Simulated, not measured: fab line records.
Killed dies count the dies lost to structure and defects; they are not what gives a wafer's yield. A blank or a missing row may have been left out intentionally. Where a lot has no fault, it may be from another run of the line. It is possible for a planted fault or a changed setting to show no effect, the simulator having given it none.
fab line records -- flow sky130
record lots=12, wafers=36, lastDay=50
route steps=708 shown SONOS_ONO@172 RES_PROTECT@215 RES_XHIGH@340 LI_CONTACT@377
lots with no fault: from the same line, run without faults
startH: hours from the record's first day to the start of the lot's first wafer shown -- waitH: hours from the lot's prior step to this one -- " identical to the entry in the row above -- L1.1+2: several wafers, shown together as one row -- - no value, or no start given -- * or withheld: withheld -- < > ~ a bound
route shown NAME@n: NAME is a module with steps in the file, n the number in the route of the first one -- usual: mean/standard deviation taken from wafers without a fault -- same: alike in all rows -- chamber/n: place in a boat -- sites: each site's reading -- _std_site: standard deviation across them -- _edge_site: mean of outer sites minus mean of inner sites -- radiusMm: for every site, how far away it sits from the centre of the wafer -- mask NAME#n: copy n -- behind: the tool/chamber that last shaped the wafer -- hold: what put the lot on hold/how long, in hours/how the hold closed -- device: whichever transistor did not switch (one of n, p or np) -- end of line: the tests these same wafers got at the end of their route -- a step with no rows: only its recipe -- killed: dies that structure and defects cost at the first sort, which is not the same as the wafer's yield -- map: per-die view of a wafer (x killed, . not killed, _ where there is no die)
set.NAME: the run value of the setting; set.NAME@STEP: its run value at that earlier step -- model.NAME: the simulator's own value behind a step, which no gauge read
the route's steps for a sample of lots (tables are steps, rows are wafers)
services: when a tool's chamber went out of use (startH, in hours from the record's first day, below 0 if earlier), for how many hours, and the reason
## steps
# step SKY_SONOS_ONO_CVD_04
# recipe material=SiO2, precursor=SiH4/N2O, targetThkNm=5.7199, tempC=900, pressureMtorr=400
# usual spikeTcUpperC=899.9/1.2, zonePowerUpperPct=16.7/1
lot.wafer,tool,chamber,startH,waitH,spikeTcUpperC,zonePowerUpperPct
L758.3,lpcvd-03,0,256.36,0.0,900.0,16.0
L758.4,lpcvd-03,0,256.36,0.0,900.0,16.0
L758.5,lpcvd-03,0,256.36,0.0,900.5,15.8
L761.4,lpcvd-03,0,270.93,0.0,900.3,16.2
L761.5,lpcvd-03,0,270.93,0.0,899.1,16.1
L761.6,lpcvd-03,0,270.93,0.0,899.3,15.9
L763.3,lpcvd-03,1,293.02,0.0,901.3,18.4
L763.4,lpcvd-03,1,293.02,0.0,901.5,18.3
L763.5,lpcvd-03,1,293.02,0.0,899.6,18.1
L765.2,lpcvd-03,1,307.66,0.0,901.1,18.3
L765.3,lpcvd-03,1,307.66,0.0,901.6,18.2
L765.6,lpcvd-03,1,307.66,0.0,900.0,18.1
L766.3,lpcvd-03,1,317.58,0.0,903.7,18.2
L766.5,lpcvd-03,1,317.58,0.0,901.2,18.1
L766.6,lpcvd-03,1,317.58,0.0,900.1,18.1
L767.1,lpcvd-03,1,325.92,0.1,900.2,18.2
L767.4,lpcvd-03,1,325.92,0.1,900.7,17.9
L767.6,lpcvd-03,1,325.92,0.1,900.2,17.9
L769.1,lpcvd-03,0,340.39,0.1,899.1,16.0
L769.2,lpcvd-03,0,340.39,0.1,900.3,16.2
L769.6,lpcvd-03,0,340.39,0.1,898.5,16.3
L770.2,lpcvd-03,0,350.97,0.0,899.8,15.9
L770.4,lpcvd-03,0,350.97,0.0,898.8,16.0
L770.5,lpcvd-03,0,350.97,0.0,899.9,15.9
L772.1,lpcvd-03,0,362.22,0.1,898.6,16.3
L772.5,lpcvd-03,0,362.22,0.1,900.7,16.1
L772.6,lpcvd-03,0,362.22,0.1,900.1,16.1
L773.2,lpcvd-03,0,370.93,0.0,901.1,16.0
L773.4,lpcvd-03,0,370.93,0.0,900.1,16.1
L773.5,lpcvd-03,0,370.93,0.0,899.3,16.1
L780.1,lpcvd-03,0,432.33,0.1,899.0,16.0
L780.2,lpcvd-03,0,432.33,0.1,900.1,15.9
L780.5,lpcvd-03,0,432.33,0.1,900.2,15.8
L781.2,lpcvd-03,1,440.43,0.0,901.9,18.6
L781.3,lpcvd-03,1,440.43,0.0,900.3,18.2
L781.6,lpcvd-03,1,440.43,0.0,900.0,18.3
# step SKY_SONOS_ONO_THK_MEAS_05
# recipe reads=SiO2_of_SONOS_ONO_CVD_04
# usual SONOS_ONO_CVD_04_THK=5.73/0.1
lot.wafer,tool,chamber,startH,waitH,SONOS_ONO_CVD_04_THK[nm]
L758.3,filmMetro-02,-,257.63,0.0,5.75
L758.4,filmMetro-02,-,257.63,0.0,5.72
L758.5,filmMetro-02,-,257.63,0.0,5.71
L761.4,filmMetro-02,-,272.21,0.0,5.70
L761.5,filmMetro-02,-,272.21,0.0,5.70
L761.6,filmMetro-02,-,272.21,0.0,5.67
L763.3,filmMetro-01,-,294.29,0.0,5.69
L763.4,filmMetro-01,-,294.29,0.0,5.73
L763.5,filmMetro-01,-,294.29,0.0,5.70
L765.2,filmMetro-02,-,308.92,0.0,5.65
L765.3,filmMetro-02,-,308.92,0.0,5.80
L765.6,filmMetro-02,-,308.92,0.0,5.75
L766.3,filmMetro-03,-,318.85,0.0,5.59
L766.5,filmMetro-03,-,318.85,0.0,5.59
L766.6,filmMetro-03,-,318.85,0.0,5.57
L767.1,filmMetro-01,-,327.80,0.0,5.86
L767.4,filmMetro-01,-,327.80,0.0,5.86
L767.6,filmMetro-01,-,327.80,0.0,5.89
L769.1,filmMetro-02,-,341.64,0.0,5.90
L769.2,filmMetro-02,-,341.64,0.0,5.73
L769.6,filmMetro-02,-,341.64,0.0,5.78
L770.2,filmMetro-03,-,352.23,0.0,5.73
L770.4,filmMetro-03,-,352.23,0.0,5.73
L770.5,filmMetro-03,-,352.23,0.0,5.66
L772.1,filmMetro-03,-,363.47,0.0,6.76
L772.5,filmMetro-03,-,363.47,0.0,6.73
L772.6,filmMetro-03,-,363.47,0.0,6.69
L773.2,filmMetro-03,-,372.19,0.0,6.65
L773.4,filmMetro-03,-,372.19,0.0,6.54
L773.5,filmMetro-03,-,372.19,0.0,6.70
L780.1,filmMetro-01,-,433.58,0.0,5.84
L780.2,filmMetro-01,-,433.58,0.0,5.69
L780.5,filmMetro-01,-,433.58,0.0,5.86
L781.2,filmMetro-03,-,441.69,0.0,5.86
L781.3,filmMetro-03,-,441.69,0.0,5.74
L781.6,filmMetro-03,-,441.69,0.0,5.81
# step SKY_RES_PROTECT_TW_MEAS_08
# usual POLY_GATE_TW=4044/30
lot.wafer,tool,chamber,startH,waitH,POLY_GATE_TW
L758.3,filmMetro-04,-,341.34,0.1,4018
L758.4,filmMetro-04,-,341.34,0.1,4019
L758.5,filmMetro-04,-,341.34,0.1,4037
L761.4,filmMetro-04,-,358.40,0.1,4043
L761.5,filmMetro-04,-,358.40,0.1,4040
L761.6,filmMetro-04,-,358.40,0.1,4043
L763.3,filmMetro-01,-,381.24,0.1,4120
L763.4,filmMetro-01,-,381.24,0.1,4111
L763.5,filmMetro-01,-,381.24,0.1,4110
L765.2,filmMetro-02,-,398.23,0.1,4005
L765.3,filmMetro-02,-,398.23,0.1,4000
L765.6,filmMetro-02,-,398.23,0.1,4004
L766.3,filmMetro-02,-,410.62,0.1,4032
L766.5,filmMetro-02,-,410.62,0.1,4055
L766.6,filmMetro-02,-,410.62,0.1,4019
L767.1,filmMetro-02,-,421.07,0.1,4029
L767.4,filmMetro-02,-,421.07,0.1,4043
L767.6,filmMetro-02,-,421.07,0.1,4038
L769.1,filmMetro-02,-,433.71,0.1,4045
L769.2,filmMetro-02,-,433.71,0.1,4050
L769.6,filmMetro-02,-,433.71,0.1,4038
L770.2,filmMetro-02,-,445.17,0.1,4050
L770.4,filmMetro-02,-,445.17,0.1,4054
L770.5,filmMetro-02,-,445.17,0.1,4043
L772.1,filmMetro-02,-,460.61,0.1,4001
L772.5,filmMetro-02,-,460.61,0.1,4004
L772.6,filmMetro-02,-,460.61,0.1,4022
L773.2,filmMetro-02,-,468.42,0.1,4012
L773.4,filmMetro-02,-,468.42,0.1,4001
L773.5,filmMetro-02,-,468.42,0.1,3997
L780.1,filmMetro-01,-,529.36,0.1,4046
L780.2,filmMetro-01,-,529.36,0.1,4061
L780.5,filmMetro-01,-,529.36,0.1,4046
L781.2,filmMetro-01,-,538.07,0.1,4065
L781.3,filmMetro-01,-,538.07,0.1,4041
L781.6,filmMetro-01,-,538.07,0.1,4047
# step SKY_RES_XHIGH_STRIP_08
# recipe chemistry=O2/N2, powerW=1400, pressureMtorr=1500, platenTempC=withheld, o2FlowSccm=3000, n2FlowSccm=300, overashFraction=0.5
# usual drypumpMotorCurrentA=5.5/0.31, oesProductAu=0.711/0.0043, stripTimeToEndpointS=14.28/0.038
lot.wafer,tool,chamber,startH,waitH,drypumpMotorCurrentA,oesProductAu,rfHoursCounterH,stripTimeToEndpointS
L758.3,plasmaAsher-02,0,617.25,0.1,5.3,0.707,-,14.25
L758.4,plasmaAsher-02,1,617.25,0.1,5.4,0.710,-,14.27
L758.5,plasmaAsher-02,0,617.25,0.1,5.3,0.708,-,14.30
L761.4,plasmaAsher-01,0,637.11,0.1,5.4,0.703,-,14.28
L761.5,plasmaAsher-01,1,637.11,0.1,6.3,0.717,-,14.33
L761.6,plasmaAsher-01,0,637.11,0.1,5.4,0.709,-,14.25
L763.3,plasmaAsher-03,1,660.85,0.1,5.3,0.711,-,14.27
L763.4,plasmaAsher-03,0,660.85,0.1,5.9,0.705,-,14.24
L763.5,plasmaAsher-03,1,660.85,0.1,5.2,0.716,-,14.30
L765.2,plasmaAsher-02,1,674.68,0.1,5.4,0.719,23,14.32
L765.3,plasmaAsher-02,1,674.68,0.1,5.4,0.719,-,14.33
L765.6,plasmaAsher-02,1,674.68,0.1,5.4,0.718,-,14.30
L766.3,plasmaAsher-03,1,684.80,0.1,5.3,0.710,-,14.35
L766.5,plasmaAsher-03,1,684.80,0.1,5.2,0.709,-,14.33
L766.6,plasmaAsher-03,0,684.80,0.1,5.9,0.705,-,14.28
L767.1,plasmaAsher-03,1,692.96,0.1,5.3,0.709,53,14.27
L767.4,plasmaAsher-03,0,692.96,0.1,5.9,0.707,-,14.27
L767.6,plasmaAsher-03,0,692.96,0.1,5.9,0.708,-,14.27
L769.1,plasmaAsher-02,0,711.86,0.1,5.3,0.707,26,14.31
L769.2,plasmaAsher-02,1,711.86,0.1,5.5,0.714,26,14.31
L769.6,plasmaAsher-02,1,711.86,0.1,5.4,0.705,-,14.31
L770.2,plasmaAsher-02,1,717.11,0.1,5.4,0.711,26,14.24
L770.4,plasmaAsher-02,0,717.11,0.1,5.3,0.716,-,14.29
L770.5,plasmaAsher-02,0,717.11,0.1,5.3,0.713,-,14.35
L772.1,plasmaAsher-01,1,731.96,0.1,6.2,0.708,93,14.24
L772.5,plasmaAsher-01,1,731.96,0.1,6.2,0.700,-,14.28
L772.6,plasmaAsher-01,0,731.96,0.1,5.4,0.710,-,14.24
L773.2,plasmaAsher-03,0,736.62,0.1,5.9,0.717,57,14.31
L773.4,plasmaAsher-03,0,736.62,0.1,5.9,0.706,-,14.31
L773.5,plasmaAsher-03,1,736.62,0.1,5.3,0.710,-,14.38
L780.1,plasmaAsher-03,1,793.78,0.1,5.2,0.717,63,14.21
L780.2,plasmaAsher-03,0,793.78,0.1,5.9,0.714,63,14.23
L780.5,plasmaAsher-03,1,793.78,0.1,5.3,0.717,-,14.19
L781.2,plasmaAsher-01,0,798.46,0.1,5.4,0.716,100,14.26
L781.3,plasmaAsher-01,1,798.46,0.1,6.2,0.708,-,14.30
L781.6,plasmaAsher-01,0,798.46,0.1,5.4,0.707,-,14.28
# step SKY_LI_CONTACT_ETCH_15
# recipe target=PSG, chemistry=C4F8/O2/Ar, stopOn=Si, taperDeg=4.15, maskMaterial=KrF-thick, sourceW=1500, biasW=1200, pressureMtorr=40, c4f8FlowSccm=withheld, O2_flow_sccm=6, Ar_flow_sccm=300, timeS=withheld, targetDepthA=6000
# usual oesProductAu=0.836/0.0047
lot.wafer,tool,chamber,startH,waitH,oesProductAu
L758.3,rieDiel-02,2,675.68,0.0,0.829
L758.4,rieDiel-02,0,675.68,0.0,0.835
L758.5,rieDiel-02,1,675.68,0.0,0.839
L761.4,rieDiel-02,1,694.45,0.0,0.831
L761.5,rieDiel-02,2,694.45,0.0,0.831
L761.6,rieDiel-02,3,694.45,0.0,0.828
L763.3,rieDiel-02,1,719.73,0.0,0.837
L763.4,rieDiel-02,0,719.73,0.0,0.843
L763.5,rieDiel-02,2,719.73,0.0,0.831
L765.2,rieDiel-01,0,733.00,0.0,0.843
L765.3,rieDiel-01,2,733.00,0.0,0.834
L765.6,rieDiel-01,2,733.00,0.0,0.840
L766.3,rieDiel-02,1,742.82,0.0,0.842
L766.5,rieDiel-02,3,742.82,0.0,0.832
L766.6,rieDiel-02,1,742.82,0.0,0.828
L767.1,rieDiel-01,3,749.97,0.0,0.831
L767.4,rieDiel-01,0,749.97,0.0,0.846
L767.6,rieDiel-01,0,749.97,0.0,0.840
L769.1,rieDiel-04,1,768.42,0.0,0.840
L769.2,rieDiel-04,3,768.42,0.0,0.829
L769.6,rieDiel-04,1,768.42,0.0,0.838
L770.2,rieDiel-04,3,773.33,0.0,0.846
L770.4,rieDiel-04,1,773.33,0.0,0.836
L770.5,rieDiel-04,0,773.33,0.0,0.843
L772.1,rieDiel-02,2,787.57,0.0,0.842
L772.5,rieDiel-02,2,787.57,0.0,0.843
L772.6,rieDiel-02,1,787.57,0.0,0.840
L773.2,rieDiel-01,3,791.73,0.0,0.838
L773.4,rieDiel-01,2,791.73,0.0,0.839
L773.5,rieDiel-01,0,791.73,0.0,0.840
L780.1,rieDiel-02,3,848.02,0.0,0.825
L780.2,rieDiel-02,1,848.02,0.0,0.842
L780.5,rieDiel-02,3,848.02,0.0,0.834
L781.2,rieDiel-01,0,853.12,0.0,0.835
L781.3,rieDiel-01,3,853.12,0.0,0.834
L781.6,rieDiel-01,0,853.12,0.0,0.842
## services
tool,chamber,startH,hours,kind
lpcvd-03,-,241.83,6.1,pm
rieDiel-01,3,262.48,4.0,repair
rieDiel-01,0,265.71,2.5,repair
plasmaAsher-03,-,298.60,0.9,repair
rieDiel-01,2,306.54,14.7,repair
rieDiel-02,1,344.45,3.3,repair
rieDiel-01,1,345.68,8.8,repair
lpcvd-03,-,353.15,0.7,repair
lpcvd-03,-,389.72,0.2,repair
rieDiel-02,1,392.43,5.8,repair
plasmaAsher-03,-,413.36,0.8,repair
rieDiel-02,2,468.21,2.8,repair
rieDiel-02,2,500.73,9.1,repair
plasmaAsher-03,-,507.42,0.3,repair
plasmaAsher-03,-,513.41,12.9,pm
plasmaAsher-03,-,557.55,2.8,pm
plasmaAsher-03,-,572.22,1.7,repair
rieDiel-02,2,605.21,18.3,repair
rieDiel-02,3,621.17,9.9,repair
rieDiel-02,2,628.66,6.9,repair
rieDiel-02,3,674.76,8.8,repair
plasmaAsher-03,-,730.35,4.8,repair
lpcvd-03,-,757.49,0.8,pm
rieDiel-02,3,764.69,3.4,repair
## key
firstSign step=SKY_SONOS_ONO_THK_MEAS_05, reading=SONOS_ONO_CVD_04_THK, direction=up, sigmas=9.3, usual=5.73, struck=6.68
effect none on later readings
metAt SKY_SONOS_ONO_CVD_04
struckLots L772,L773
testerLeftOut L772,L773
notActingAt SKY_RES_PROTECT_TW_MEAS_08,SKY_RES_XHIGH_STRIP_08,SKY_LI_CONTACT_ETCH_15
onsetBetween 350.97 362.22
fault kind=processParameterDrift, tool=lpcvd-03, chamber=-, onsetH=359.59, steps=SKY_SONOS_ONO_CVD_04, channel=targetThkNm, offset=0.92074, shape=step, endH=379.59, stated=5.7199
# testerLeftOut: of these lots the tester's yield and bins aren't shown, on N5 and GAA mostly nor the transistor test; their killed dies are dies lost to structure and defects alone, not to doping, threshold or leakage, so they don't give the yield
